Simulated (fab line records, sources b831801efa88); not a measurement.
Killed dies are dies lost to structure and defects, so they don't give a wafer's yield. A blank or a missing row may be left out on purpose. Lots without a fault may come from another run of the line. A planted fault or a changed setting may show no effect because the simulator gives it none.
Problem report in the 8D (eight disciplines) form, filled by code | flow sky130 | the parts of the form that need people (team, actions taken, sign-off) are left out

1. THE PROBLEM
oes_product_au at SKY_VIA2_ETCH_14 reads a mean of 0.930 a.u. on 4 wafers of 2 lots; wafers without a fault read 0.855 a.u. with a standard deviation of 0.0048. That is +16 standard deviations from the usual mean.
The step: etches BARC in N2/H2, stops on SiO2, time 45.9 s, target depth 60 nm.
First seen on wafer L843.2, day 37 09:56, on rie_diel-01. The record holds 18 wafers of 6 lots with a number at this step. Rule for "out", or "out of limits": more than 4 standard deviations from the usual mean. The other wafers with a number count as sound.

2. WHAT IT IS AND WHAT IT IS NOT
question                    | is                             | is not
which readings at this step | oes_product_au, run_length_s   | drypump_motor_current_A, throttle_valve_pct
which lots                  | L843, L844                     | L838, L839, L857, L859
which wafers of those lots  | L843.2, L843.3, L843.5, L844.2 | L844.4, L844.6
read on which tools         | rie_diel-01                    | rie_diel-03, rie_diel-04
when                        | from day 37 09:56              | up to then (6 sound wafers); but 8 sound wafers of L844, L857, L859 came after

3. SUSPECTS, AND WHAT RULES EACH OUT
Counting: a tool at a process step up to the reading stays a suspect if it ran every lot that is out. Sound lots after the first of them don't rule it out here, since some wafers of a struck lot are sound.
- rie_diel-01 at SKY_VIA2_ETCH_14 (etches BARC in N2/H2, stops on SiO2, time 45.9 s, target depth 60 nm): kept. It ran every lot that is out, first L843 (day 37 09:56); its last sound lot up to then is L839 (day 35 21:46). Its own readings are out on those wafers: oes_product_au, run_length_s.
Left after counting: rie_diel-01 at SKY_VIA2_ETCH_14.

4. THE CAUSE (what the simulator had put in)
Process parameter drift: rie_diel-01, from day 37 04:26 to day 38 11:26, at SKY_VIA2_ETCH_14. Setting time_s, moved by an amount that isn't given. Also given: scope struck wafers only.
Counting left only this tool.

5. THE CHAIN OF EFFECTS, in route order
Each row: a reading whose mean over the struck wafers that have a number lies more than 3 standard deviations from the usual. Only readings for which the record gives a usual standard deviation are gone through. hours: the time from each lot's start at the first step in this table that gives one to its start at this step, as a median over the lots. sigmas: the change in usual standard deviations.
hours | step             | reading        | usual      | on struck wafers | change | sigmas
0     | SKY_VIA2_ETCH_14 | oes_product_au | 0.855 a.u. | 0.930            | +0.075 | +16
0     | SKY_VIA2_ETCH_14 | run_length_s   | 74.1 s     | 70.2             | -3.9   | -9.7
The process steps in it:
- SKY_VIA2_ETCH_14: etches BARC in N2/H2, stops on SiO2, time 45.9 s, target depth 60 nm.

6. WHAT WOULD HAVE CAUGHT IT SOONER
In this record the first reading out of limits was taken at day 37 09:56, 6 hours after the fault began at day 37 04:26.
